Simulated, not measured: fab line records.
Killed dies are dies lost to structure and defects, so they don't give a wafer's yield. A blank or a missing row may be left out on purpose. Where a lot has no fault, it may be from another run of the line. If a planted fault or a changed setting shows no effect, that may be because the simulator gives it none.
Which tool was responsible? ; flow gf180mcu ; 12 lots (36 wafers sampled), 1 step of a 602-step route

== WHAT THE GAUGES READ, wafer by wafer ==
GF_V1_CD_MEAS_14: target cd 260 nm.
lot;measured;on;cd-nm (nm)
L075;day 18 16:49;cd-sem-02;259.4 259.8 259.8
L076;day 19 05:14;cd-sem-02;261.4 261.6 261.3
L079;day 20 02:23;cd-sem-01;260.4 261.5 259.3
L081;day 20 20:20;cd-sem-01;259.1 259.8 258.8
L083;day 21 19:42;cd-sem-01;258.8 260.3 259.8
L085;day 22 11:12;cd-sem-02;261.4 261.0 259.4
L087;day 23 06:41;cd-sem-01;261.4 261.2 260.3
L088;day 23 23:31;cd-sem-02;262.6 262.0 261.6
L090;day 24 14:41;cd-sem-01;257.7 257.2 256.7
L093;day 25 10:16;cd-sem-02;259.4 260.9 260.6
L094;day 25 14:06;cd-sem-01;259.2 259.4 259.6
L097;day 26 09:58;cd-sem-02;261.1 262.9 260.3

== WHICH TOOL RAN EACH LOT (tool, then ch and the chambers of the sampled wafers, then the start) ==
Before these readings, the record contains no process step.

== THE ANSWER, worked out from the rows above alone ==
Rule: the lots themselves supply what counts as usual. The widest of any qualifying gaps counts: lots, ordered by their means at a reading, are off when they make up no more than a third of the lots, leave a main group of 4 or more, and stand apart from it by 3 or more times the standard deviation of that group's means. Not used: any main group whose means are identical at the precision the tables above print for the reading. A lot without any number at a reading at which 4 lots or more have one is off too. The other lots that the step has rows for count as sound.
Across all readings shown, no lot is off: no conclusion can be drawn from this.

== WHAT HAD BEEN PUT IN BY THE SIMULATOR ==
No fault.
